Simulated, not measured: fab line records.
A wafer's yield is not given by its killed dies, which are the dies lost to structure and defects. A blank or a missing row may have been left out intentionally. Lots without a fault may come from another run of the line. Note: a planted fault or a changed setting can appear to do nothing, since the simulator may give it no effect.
Which tool was responsible? | flow gf180mcu | 24 lots, 72 wafers sampled, at 1 step of a route of 602

## WHAT EACH GAUGE READ, for each wafer
GF_V2_THK_MEAS_25: measures by xrf.
lot  | measured     | on            | V2_W_THK (nm)
L074 | day 20 02:38 | film metro-04 | 343 343 347
L075 | day 20 17:21 | film metro-04 | 343 344 347
L076 | day 21 03:51 | film metro-01 | 333 336 341
L077 | day 21 07:35 | film metro-01 | 350 348 344
L078 | day 21 16:56 | film metro-04 | 341 342 347
L079 | day 22 00:11 | film metro-02 | 351 348 352
L080 | day 22 15:34 | film metro-02 | 346 351 349
L081 | day 22 22:20 | film metro-04 | 349 347 343
L082 | day 23 06:50 | film metro-01 | 336 335 341
L083 | day 23 11:33 | film metro-02 | 346 356 354
L084 | day 24 02:29 | film metro-01 | 351 352 349
L085 | day 24 05:01 | film metro-02 | 349 347 347
L086 | day 24 23:39 | film metro-02 | 347 350 351
L087 | day 25 09:39 | film metro-01 | 339 342 347
L088 | day 25 12:59 | film metro-01 | 337 343 336
L089 | day 25 17:54 | film metro-01 | 338 346 339
L090 | day 26 00:31 | film metro-01 | 344 346 345
L091 | day 26 10:36 | film metro-02 | 346 349 355
L092 | day 26 17:54 | film metro-01 | 352 342 339
L093 | day 27 00:33 | film metro-04 | 340 336 340
L094 | day 27 04:34 | film metro-01 | 343 341 336
L095 | day 27 14:11 | film metro-04 | 340 345 341
L096 | day 27 21:15 | film metro-02 | 347 348 350
L097 | day 28 03:20 | film metro-02 | 349 347 347

## TOOL THAT RAN EACH LOT (tool first, then ch and the chambers of the sampled wafers, then the start)
The record holds no process step before these readings.

## AS READ BY THE TOOLS THEMSELVES (means over the sampled wafers that have a number; for cases with no such wafer, the mark the record gives instead)
The record holds no such reading with a usual standard deviation.

## THE ANSWER, worked out from the rows above alone
Rule: the lots themselves supply what counts as usual. Put in order of their means at a reading, lots are off if they are a third of the lots or fewer, leave a main group of 4 or more, and stand apart from it by a gap of 3 or more times the standard deviation of the main group's means; of several such gaps the widest counts. If all means in a main group match to the digits the tables above print for the reading, that group is not used. A lot without any number at a reading at which 4 lots or more have one is off too. Where the step has rows for the other lots, those lots are counted as sound. After the gauges, taken in route order, come the tools' own readings; for these a lot's mean is taken, as printed above. The first step at which some lot is off is used, and at that step the reading that is off furthest; a lot without a number counts as furthest.
No lot is off on any of the readings shown, so nothing can be concluded from this.

## WHAT THE SIMULATOR HAD INSERTED
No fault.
